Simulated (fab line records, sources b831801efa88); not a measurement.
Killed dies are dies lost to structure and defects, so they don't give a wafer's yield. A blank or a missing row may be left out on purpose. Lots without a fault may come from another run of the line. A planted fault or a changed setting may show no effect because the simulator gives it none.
fab line records | flow gf180mcu
record lots=6 wafers=18 last_day=34
route steps=602 shown V4@492 MIM@503
lots that met no fault: from a run of the same line without faults
start_h: hours from the record's first day to the start of the lot's first wafer shown | wait_h: hours since the lot's step before | " the same as in the row above | L1.1+2: a row that stands for several wafers | - no value, or no start given | * or withheld: withheld | < > ~ a bound
route shown NAME@n: a module of which the file shows steps, and the number in the route of the first | usual: mean/standard deviation of fault-free wafers | same: alike in all rows | chamber/n: place in a boat | sites: the reading at each site | _std_site: their standard deviation | _edge_site: outer sites' mean less inner sites' | radius_mm: how far each site lies from the wafer's centre | mask NAME#n: copy n | behind: the tool/chamber that last shaped the wafer | hold: why the lot was held/for how many hours/how that ended | device: the transistor (n, p or np) that didn't switch | end of line: the same wafers' tests at the end of the route | a step without rows: its recipe alone | killed: dies lost to structure and defects at the first sort, not the wafer's yield | map: a wafer's dies, x killed, . not, _ none there
set.NAME: the setting as run; set.NAME@STEP: as run at that earlier step | model.NAME: the simulator's own value behind a step, which no gauge read
lots at some steps of the route; a table a step, a row a wafer
services: from which hour (start_h, from the record's first day; less than 0 if before it) a tool's chamber was out of use, for how many hours, and why
## steps
# step GF_V4_ETCH_16
# recipe chemistry=N2/H2 target_depth_a=withheld overetch_a=withheld time_s=withheld target=BARC ion_energy_ev=200 source_w=500 bias_w=100 pressure_mtorr=30 n2_flow_sccm=100 h2_flow_sccm=200
# usual drypump_motor_current_A=5.73/0.25 oes_product_au=0.854/0.0048 throttle_valve_pct=13.226/0.0092
# columns lot.wafer tool chamber start_h wait_h drypump_motor_current_A oes_product_au throttle_valve_pct
L599.3 rie_diel-03 2 589.09 0.0 5.53 0.859 13.218
L599.4 " 1 " " 5.78 0.853 13.232
L599.5 " 3 " " 6.06 0.856 13.237
L601.1 rie_diel-04 1 606.89 0.0 5.67 0.850 13.252
L601.2 " 0 " " 6.26 0.853 13.207
L601.3 " 2 " " 5.48 0.858 13.223
L602.1 rie_diel-04 1 612.01 0.0 5.68 0.851 13.227
L602.3 " 2 " " 5.49 0.849 13.233
L602.6 " 0 " " 6.25 0.847 13.239
L608.2 rie_diel-03 3 658.96 0.0 6.04 0.859 13.244
L608.3 " 2 " " 5.51 0.855 13.224
L608.4 " 0 " " 5.95 0.857 13.227
L609.2 rie_diel-03 1 673.56 0.0 5.79 0.849 13.228
L609.3 " 2 " " 5.53 0.861 13.219
L609.6 " 1 " " 5.77 0.860 13.229
L618.1 rie_diel-02 2 726.67 0.0 5.40 0.853 13.241
L618.3 " 1 " " 5.81 0.854 13.222
L618.5 " 0 " " 5.55 0.858 13.233
# step GF_V4_ETCH_17
# recipe chemistry=C4F8/O2/Ar mask_material=KrF target=SiO2 stop_on=TiN source_w=1500 bias_w=1200 pressure_mtorr=40 c4f8_flow_sccm=withheld O2_flow_sccm=6 Ar_flow_sccm=300 time_s=withheld target_depth_a=6300
# usual oes_product_au=0.857/0.0049
# columns lot.wafer tool chamber start_h wait_h oes_product_au
L599.3 rie_diel-03 2 - - 0.855
L599.4 " 1 " " 0.852
L599.5 " 3 " " 0.856
L601.1 rie_diel-04 1 - - 0.856
L601.2 " 0 " " 0.860
L601.3 " 2 " " 0.856
L602.1 rie_diel-04 1 - - 0.851
L602.3 " 2 " " 0.852
L602.6 " 0 " " 0.855
L608.2 rie_diel-03 3 - - 0.857
L608.3 " 2 " " 0.848
L608.4 " 0 " " 0.856
L609.2 rie_diel-03 1 - - 0.857
L609.3 " 2 " " 0.863
L609.6 " 1 " " 0.860
L618.1 rie_diel-02 2 - - 0.861
L618.3 " 1 " " 0.842
L618.5 " 0 " " 0.844
# step GF_V4_STRIP_18
# recipe chemistry=O2/N2 power_w=1400 pressure_mtorr=1500 platen_temp_c=250 o2_flow_sccm=3000 n2_flow_sccm=300 overash_fraction=0.5
# step GF_V4_STRIP_19
# recipe chemistry=post_etch_residue_remover time_s=1200 temp_c=72.5
# step GF_V4_CLEAN_20
# recipe chemistry=DIW dry=n2_spin
# step GF_V4_SPUTTER_21
# recipe material=Ti target_thk_nm=15 chamber_pressure_pa=5 power_w=2500 substrate_temp_c=200 time_s=80.02
# usual cathode_dc_power_W=2500.0/0.45 chamber_pressure_pa=5.001/0.0099 throttle_valve_pct=30.1/0.93
# same time_s=80.02
# columns lot.wafer tool chamber start_h wait_h cathode_dc_power_W chamber_pressure_pa throttle_valve_pct
L599.3 pvd_sputter-01 - 590.26 0.0 2499.5 4.993 31.3
L599.4 " - " " 2499.8 5.012 30.4
L599.5 " - " " 2499.4 5.010 29.9
L601.1 pvd_sputter-03 - 607.55 0.0 2500.2 5.008 29.3
L601.2 " - " " 2500.0 5.006 29.5
L601.3 " - " " 2500.1 5.021 31.3
L602.1 pvd_sputter-03 - 612.67 0.0 2500.0 5.015 29.7
L602.3 " - " " 2499.8 5.006 28.9
L602.6 " - " " 2499.7 5.013 28.8
L608.2 pvd_sputter-01 - 659.63 0.0 2499.8 4.988 29.7
L608.3 " - " " 2499.9 5.002 31.2
L608.4 " - " " 2499.8 5.009 29.8
L609.2 pvd_sputter-02 - 674.22 0.0 2499.8 4.999 29.2
L609.3 " - " " 2499.8 4.995 28.3
L609.6 " - " " 2499.2 5.004 29.1
L618.1 pvd_sputter-01 - 727.33 0.0 2501.2 4.998 30.5
L618.3 " - " " 2500.0 5.007 29.6
L618.5 " - " " 2499.6 5.006 30.1
# step GF_V4_SPUTTER_22
# recipe material=TiN target_thk_nm=10 chamber_pressure_pa=5 power_w=4000 time_s=40
# step GF_V4_CVD_23
# recipe material=W target_thk_nm=350 time_s=104.9 temp_c=400 pressure_torr=40
# usual chamber_pressure_Torr=40.00/0.098 heater_power_w=903/64
# same time_s=104.9
# columns lot.wafer tool chamber start_h wait_h chamber_pressure_Torr heater_power_w
L599.3 cvd_w-02 0 590.40 0.1 39.96 931
L599.4 " 1 " " 40.13 785
L599.5 " 1 " " 40.01 786
L601.1 cvd_w-01 1 607.65 0.0 39.95 878
L601.2 " 0 " " 40.05 961
L601.3 " 1 " " 40.00 878
L602.1 cvd_w-01 0 612.77 0.0 39.98 946
L602.3 " 1 " " 39.94 861
L602.6 " 0 " " 39.91 961
L608.2 cvd_w-02 0 659.73 0.0 39.89 962
L608.3 " 0 " " 40.07 953
L608.4 " 1 " " 40.08 775
L609.2 cvd_w-01 1 674.32 0.0 39.88 857
L609.3 " 1 " " 40.05 847
L609.6 " 1 " " 40.02 872
L618.1 cvd_w-01 1 727.43 0.0 40.11 889
L618.3 " 1 " " 40.20 874
L618.5 " 0 " " 39.89 968
# step GF_V4_RS_MEAS_24
# recipe thk_meas_gauge=four-point-probe reads=W_of_V4_CVD_23+TiN_of_V4_SPUTTER_22+Ti_of_V4_SPUTTER_21
# usual V4_W_RS=0.326/0.0039
# columns lot.wafer tool chamber start_h wait_h V4_W_RS[ohm/sq]
L599.3 film_metro-02 - 590.51 0.1 0.327
L599.4 " - " " 0.321
L599.5 " - " " 0.323
L601.1 film_metro-04 - 607.76 0.1 0.327
L601.2 " - " " 0.324
L601.3 " - " " 0.328
L602.1 film_metro-04 - 612.88 0.1 0.322
L602.3 " - " " 0.329
L602.6 " - " " 0.326
L608.2 film_metro-03 - 659.86 0.1 0.325
L608.3 " - " " 0.327
L608.4 " - " " 0.321
L609.2 film_metro-03 - 674.45 0.1 0.324
L609.3 " - " " 0.326
L609.6 " - " " 0.323
L618.1 film_metro-02 - 727.54 0.1 0.332
L618.3 " - " " 0.329
L618.5 " - " " 0.327
# step GF_V4_THK_MEAS_25
# recipe thk_meas_gauge=xrf reads=W_of_V4_CVD_23
# usual V4_W_THK=359/5
# columns lot.wafer tool chamber start_h wait_h V4_W_THK[nm]
L599.3 film_metro-02 - 590.61 0.1 356
L599.4 " - " " 364
L599.5 " - " " 363
L601.1 film_metro-04 - 607.88 0.1 358
L601.2 " - " " 358
L601.3 " - " " 354
L602.1 film_metro-04 - 613.00 0.1 362
L602.3 " - " " 355
L602.6 " - " " 356
L608.2 film_metro-03 - 659.97 0.1 360
L608.3 " - " " 360
L608.4 " - " " 367
L609.2 film_metro-03 - 674.56 0.1 362
L609.3 " - " " 359
L609.6 " - " " 361
L618.1 film_metro-02 - 727.66 0.1 348
L618.3 " - " " 355
L618.5 " - " " 355
# step GF_V4_CMP_26
# recipe stop_on=SiO2 down_force_psi=3.5 platen_rpm=60 t_overpolish_s=15 target_thk_nm=0 pad_velocity_m_s=0.94248
# step GF_MIM_SPUTTER_00
# recipe material=Ti target_thk_nm=37.5 arriving_ion_energy_ev=80 substrate_temp_c=200 chamber_pressure_pa=2 power_w=4000 time_s=150
# step GF_MIM_SPUTTER_01
# recipe material=TiN target_thk_nm=30 power_w=6500 time_s=25 chamber_pressure_pa=0.4
# usual cathode_dc_power_W=6500.1/1.1 chamber_pressure_pa=0.4002/0.00078 throttle_valve_pct=30.0/0.88 time_s=25/0
# columns lot.wafer tool chamber start_h wait_h cathode_dc_power_W chamber_pressure_pa throttle_valve_pct time_s
L599.3 pvd_sputter-03 - 591.09 0.1 6496.8 0.3995 29.3 25
L599.4 " - " " 6500.2 0.3992 30.6 25
L599.5 " - " " 6499.7 0.3993 29.4 25
L601.1 pvd_sputter-04 - 608.34 0.1 6501.4 0.4010 28.8 25
L601.2 " - " " 6499.7 0.4008 29.7 25
L601.3 " - " " 6500.8 0.3997 29.5 25
L602.1 pvd_sputter-01 - 613.46 0.1 6500.2 0.4016 31.3 25
L602.3 " - " " 6499.4 0.4000 30.2 25
L602.6 " - " " 6500.7 0.3985 30.4 25
L608.2 pvd_sputter-03 - 660.42 0.1 - - - -
L608.3 " - " " - - - -
L608.4 " - " " - - - -
L609.2 pvd_sputter-01 - 675.01 0.1 - - - -
L609.3 " - " " - - - -
L609.6 " - " " - - - -
L618.1 pvd_sputter-04 - 728.12 0.1 6499.7 0.4020 29.6 25
L618.3 " - " " 6500.7 0.4004 29.1 25
L618.5 " - " " 6498.5 0.4004 28.4 25
# step GF_MIM_SPUTTER_02
# recipe material=AlCu target_thk_nm=450 power_w=10600 time_s=23.9 chamber_pressure_pa=0.4
# usual cathode_dc_power_W=10600/2 chamber_pressure_pa=0.4000/0.00088 throttle_valve_pct=29.9/0.89
# same time_s=23.9
# columns lot.wafer tool chamber start_h wait_h cathode_dc_power_W chamber_pressure_pa throttle_valve_pct
L599.3 pvd_sputter-03 - 591.12 0.0 10600 0.3987 29.5
L599.4 " - " " 10601 0.3982 30.5
L599.5 " - " " 10602 0.4004 29.7
L601.1 pvd_sputter-04 - 608.37 0.0 10601 0.4007 28.8
L601.2 " - " " 10601 0.3997 29.7
L601.3 " - " " 10600 0.3996 29.5
L602.1 pvd_sputter-01 - 613.49 0.0 10600 0.3997 31.4
L602.3 " - " " 10602 0.3983 30.2
L602.6 " - " " 10599 0.3994 30.2
L608.2 pvd_sputter-03 - 660.45 0.0 10600 0.4007 29.8
L608.3 " - " " 10604 0.3998 30.6
L608.4 " - " " 10595 0.4006 29.4
L609.2 pvd_sputter-01 - 675.04 0.0 10601 0.3992 30.0
L609.3 " - " " 10600 0.3982 29.6
L609.6 " - " " 10601 0.3999 31.4
L618.1 pvd_sputter-04 - 728.15 0.0 10598 0.4008 29.4
L618.3 " - " " 10598 0.3992 29.0
L618.5 " - " " 10598 0.4005 28.3
## services
# columns tool chamber start_h hours kind
rie_diel-02 2 579.92 3.2 repair
rie_diel-03 3 608.87 - clean
rie_diel-03 3 608.87 22.7 scheduled_down
rie_diel-03 3 608.87 22.7 vent_cycle
pvd_sputter-02 - 616.88 3.5 repair
cvd_w-02 - 632.32 14.6 pm
rie_diel-02 3 658.77 - clean
rie_diel-02 3 658.77 26.6 scheduled_down
rie_diel-02 3 658.77 26.6 vent_cycle
pvd_sputter-01 - 682.93 2.6 repair
rie_diel-04 - 712.59 2.1 repair
rie_diel-04 0 717.88 4.8 repair
cvd_w-01 1 719.97 3.7 repair
rie_diel-03 3 723.48 3.5 repair
## key
first_sign step=GF_MIM_SPUTTER_01 reading=tool_record direction=missing
effect none on later readings
met_at GF_MIM_SPUTTER_01
struck_wafers L608.2,L608.3,L608.4,L609.2,L609.3,L609.6
later_rows_left_out L608.2,L608.3,L608.4,L609.2,L609.3,L609.6
sort_left_out L608.2,L608.3,L608.4,L609.2,L609.3,L609.6
onset_between 613.46 660.42
fault kind=skipped_step_whole tool=pvd_sputter-01,pvd_sputter-03 chamber=- onset_h=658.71 steps=GF_MIM_SPUTTER_01 scope=struck_lots_only
# sort_left_out: the simulated sort isn't trusted on such a fault, so these wafers' sort isn't shown, and their yield isn't known
# later_rows_left_out: the simulator's readings of these wafers behind a module that went badly wrong aren't trusted and aren't shown, but for the sort
